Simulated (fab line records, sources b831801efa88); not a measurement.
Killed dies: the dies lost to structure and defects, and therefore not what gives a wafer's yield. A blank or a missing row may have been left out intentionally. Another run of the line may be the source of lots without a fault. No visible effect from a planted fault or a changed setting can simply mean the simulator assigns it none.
Matching of chambers :: flow sky130 :: SKY_FIELD_ISO_ETCH_17 on rie si-01 has 4 sister chambers
The step etches Si in HBr/Cl2/O2, target depth 342 nm, time 97.7 s. 24 wafers are shown with their chamber, then 12 later ones without.

== WAFERS PAIRED WITH THEIR CHAMBERS ==
wafer: L075.2
chamber: 0
drypump motor current A (A): 6.0
oes product au (a.u.): 1.003
mfc cl2 sccm (sccm): 40.00

wafer: L075.5
chamber: 3
drypump motor current A (A): 6.8
oes product au (a.u.): 0.993
mfc cl2 sccm (sccm): 39.97

wafer: L075.6
chamber: 2
drypump motor current A (A): 6.6
oes product au (a.u.): 1.000
mfc cl2 sccm (sccm): 39.88

wafer: L079.1
chamber: 0
drypump motor current A (A): 6.0
oes product au (a.u.): 0.994
mfc cl2 sccm (sccm): 40.00

wafer: L079.3
chamber: 2
drypump motor current A (A): 6.6
oes product au (a.u.): 0.991
mfc cl2 sccm (sccm): 40.11

wafer: L079.4
chamber: 3
drypump motor current A (A): 6.8
oes product au (a.u.): 0.998
mfc cl2 sccm (sccm): 39.82

wafer: L080.1
chamber: 3
drypump motor current A (A): 6.8
oes product au (a.u.): 1.003
mfc cl2 sccm (sccm): 40.02

wafer: L080.2
chamber: 0
drypump motor current A (A): 6.0
oes product au (a.u.): 1.002
mfc cl2 sccm (sccm): 40.03

wafer: L080.3
chamber: 2
drypump motor current A (A): 6.6
oes product au (a.u.): 1.018
mfc cl2 sccm (sccm): 40.23

wafer: L081.1
chamber: 2
drypump motor current A (A): 6.6
oes product au (a.u.): 1.006
mfc cl2 sccm (sccm): 40.21

wafer: L081.2
chamber: 3
drypump motor current A (A): 6.8
oes product au (a.u.): 0.996
mfc cl2 sccm (sccm): 39.85

wafer: L081.5
chamber: 0
drypump motor current A (A): 6.0
oes product au (a.u.): 1.000
mfc cl2 sccm (sccm): 39.94

wafer: L084.1
chamber: 1
drypump motor current A (A): 6.0
oes product au (a.u.): 0.992
mfc cl2 sccm (sccm): 40.05

wafer: L084.2
chamber: 0
drypump motor current A (A): 6.0
oes product au (a.u.): 1.007
mfc cl2 sccm (sccm): 40.19

wafer: L084.3
chamber: 3
drypump motor current A (A): 6.8
oes product au (a.u.): 0.983
mfc cl2 sccm (sccm): 39.79

wafer: L087.1
chamber: 2
drypump motor current A (A): 6.6
oes product au (a.u.): 1.006
mfc cl2 sccm (sccm): 40.00

wafer: L087.3
chamber: 3
drypump motor current A (A): 6.8
oes product au (a.u.): 0.994
mfc cl2 sccm (sccm): 40.05

wafer: L087.6
chamber: 3
drypump motor current A (A): 6.8
oes product au (a.u.): 0.981
mfc cl2 sccm (sccm): 39.94

wafer: L088.2
chamber: 2
drypump motor current A (A): 6.6
oes product au (a.u.): 1.011
mfc cl2 sccm (sccm): 40.02

wafer: L088.3
chamber: 3
drypump motor current A (A): 6.8
oes product au (a.u.): 0.999
mfc cl2 sccm (sccm): 39.81

wafer: L088.4
chamber: 1
drypump motor current A (A): 5.9
oes product au (a.u.): 0.997
mfc cl2 sccm (sccm): 40.25

wafer: L089.2
chamber: 1
drypump motor current A (A): 6.0
oes product au (a.u.): 1.003
mfc cl2 sccm (sccm): 39.98

wafer: L089.5
chamber: 0
drypump motor current A (A): 6.0
oes product au (a.u.): 1.002
mfc cl2 sccm (sccm): 40.04

wafer: L089.6
chamber: 3
drypump motor current A (A): 6.8
oes product au (a.u.): 0.992
mfc cl2 sccm (sccm): 39.95

SIGNATURES (averages over the wafers above)
reading: drypump motor current A
chamber 0: 6.000
chamber 1: 5.967
chamber 2: 6.600
chamber 3: 6.800
scatter within a chamber: 0.0183

reading: oes product au
chamber 0: 1.00133
chamber 1: 0.99733
chamber 2: 1.00533
chamber 3: 0.99322
scatter within a chamber: 0.00705

reading: mfc cl2 sccm
chamber 0: 40.0333
chamber 1: 40.0933
chamber 2: 40.0750
chamber 3: 39.9111
scatter within a chamber: 0.109
Rule: distance of a wafer from a chamber = root of the sum over the readings of ((wafer's reading minus chamber's mean) / reading's scatter) squared. The wafer belongs to the nearest chamber; if the next one is less than 2 further off, it can't be placed. The scatter: take each reading less its chamber's mean, square it, sum over the shown wafers, divide by the number of wafers less the number of chambers, and take the root.

== WAFERS WITH NO CHAMBER GIVEN ==
wafer: L092.2
drypump motor current A (A): 6.6
oes product au (a.u.): 1.004
mfc cl2 sccm (sccm): 39.87

wafer: L092.4
drypump motor current A (A): 5.9
oes product au (a.u.): 1.002
mfc cl2 sccm (sccm): 40.03

wafer: L092.5
drypump motor current A (A): 6.9
oes product au (a.u.): 0.992
mfc cl2 sccm (sccm): 40.10

wafer: L093.4
drypump motor current A (A): 5.9
oes product au (a.u.): 1.002
mfc cl2 sccm (sccm): 39.98

wafer: L093.5
drypump motor current A (A): 6.0
oes product au (a.u.): 0.990
mfc cl2 sccm (sccm): 40.05

wafer: L093.6
drypump motor current A (A): 6.8
oes product au (a.u.): 0.988
mfc cl2 sccm (sccm): 39.92

wafer: L095.1
drypump motor current A (A): 6.9
oes product au (a.u.): 0.977
mfc cl2 sccm (sccm): 39.94

wafer: L095.3
drypump motor current A (A): 6.6
oes product au (a.u.): 0.991
mfc cl2 sccm (sccm): 40.08

wafer: L095.5
drypump motor current A (A): 6.6
oes product au (a.u.): 1.001
mfc cl2 sccm (sccm): 39.87

wafer: L096.2
drypump motor current A (A): 6.0
oes product au (a.u.): 0.997
mfc cl2 sccm (sccm): 39.94

wafer: L096.3
drypump motor current A (A): 6.8
oes product au (a.u.): 1.001
mfc cl2 sccm (sccm): 39.97

wafer: L096.6
drypump motor current A (A): 6.6
oes product au (a.u.): 0.999
mfc cl2 sccm (sccm): 39.95

== EACH ONE'S CHAMBER ==
wafer: L092.2
from the rows above: 2
in truth: 2

wafer: L092.4
from the rows above: can't be placed: 1 or 0
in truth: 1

wafer: L092.5
from the rows above: 3
in truth: 3

wafer: L093.4
from the rows above: can't be placed: 1 or 0
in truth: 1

wafer: L093.5
from the rows above: can't be placed: 0 or 1
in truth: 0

wafer: L093.6
from the rows above: 3
in truth: 3

wafer: L095.1
from the rows above: 3
in truth: 3

wafer: L095.3
from the rows above: 2
in truth: 2

wafer: L095.5
from the rows above: 2
in truth: 2

wafer: L096.2
from the rows above: can't be placed: 0 or 1
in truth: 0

wafer: L096.3
from the rows above: 3
in truth: 3

wafer: L096.6
from the rows above: 2
in truth: 2
Correct placement for 8 of the 12. Not placeable from these rows: 4 (in 4, the candidates include the true chamber). Wrongly placed: 0.
